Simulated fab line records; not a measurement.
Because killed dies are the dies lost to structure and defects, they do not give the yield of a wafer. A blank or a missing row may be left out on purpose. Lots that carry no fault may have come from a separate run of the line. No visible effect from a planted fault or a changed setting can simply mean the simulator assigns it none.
2 desks, one fault ; flow sfq_line ; numbers are kept per desk, each desk with only its own; the story behind them comes last

== DESK OF THE TOOL OWNER: rie_diel-03 ==
The tool's own readings at SFQ_TRILAYER_I2_VIA_BARC_OPEN_VIA_ETCH_096 (etches BARC in O2, target depth 125 nm, time 41.7 s): means of the sampled wafers that have a number, for each lot that ran on this tool. Any lot whose mean is over 4 standard deviations away from the usual mean is out of limits and marked OUT; that distance is given in the brackets.
Columns: A = drypump_motor_current_A at SFQ_TRILAYER_I2_VIA_BARC_OPEN_VIA_ETCH_096, usual 5.6 A; B = oes_product_au at SFQ_TRILAYER_I2_VIA_BARC_OPEN_VIA_ETCH_096, usual 0.686 a.u.; C = rf_fwd_power_W at SFQ_TRILAYER_I2_VIA_BARC_OPEN_VIA_ETCH_096, usual 494.9 W
lot;first seen here;A;B;C
L243;day 30 03:13;5.4;0.686;494.6
L247;day 32 03:18;5.9;0.685;492.8
L249;day 33 03:18;5.8;0.684;494.9
L250;day 33 18:54;5.9;0.683;496.7
L260;day 37 07:17;5.4;0.678;496.1
This desk's verdict: no lot among the 5 shows anything out of limits.

== METROLOGY DESK ==
Lot by lot, what the gauges showed, no matter which tool ran the lot: averages of those sampled wafers that carry a number. Any lot whose mean is over 4 standard deviations away from the usual mean is out of limits and marked OUT; that distance is given in the brackets.
Columns: A = I7_OVL at SFQ_I7_OVL_MEAS_947, usual -1 nm
lot;first seen here;A
L242;day 81 14:26;3
L243;day 81 16:45;2
L244;day 81 17:58;-5
L245;day 81 20:19;-2
L246;day 81 23:55;-4
L247;day 82 02:19;2
L248;day 82 04:45;0
L249;day 86 20:15;0
L250;day 86 21:26;1
L251;day 86 23:51;-13
L260;day 88 16:34;-1
L264;day 91 14:59;6
L265;day 91 18:35;7
This desk's verdict: no lot among the 13 shows anything out of limits.

== ALL TOGETHER ==
Nothing out of limits was seen by the tool owner's desk.
At the metrology desk, nothing out of limits was observed.

== WHAT HAD BEEN PUT IN BY THE SIMULATOR ==
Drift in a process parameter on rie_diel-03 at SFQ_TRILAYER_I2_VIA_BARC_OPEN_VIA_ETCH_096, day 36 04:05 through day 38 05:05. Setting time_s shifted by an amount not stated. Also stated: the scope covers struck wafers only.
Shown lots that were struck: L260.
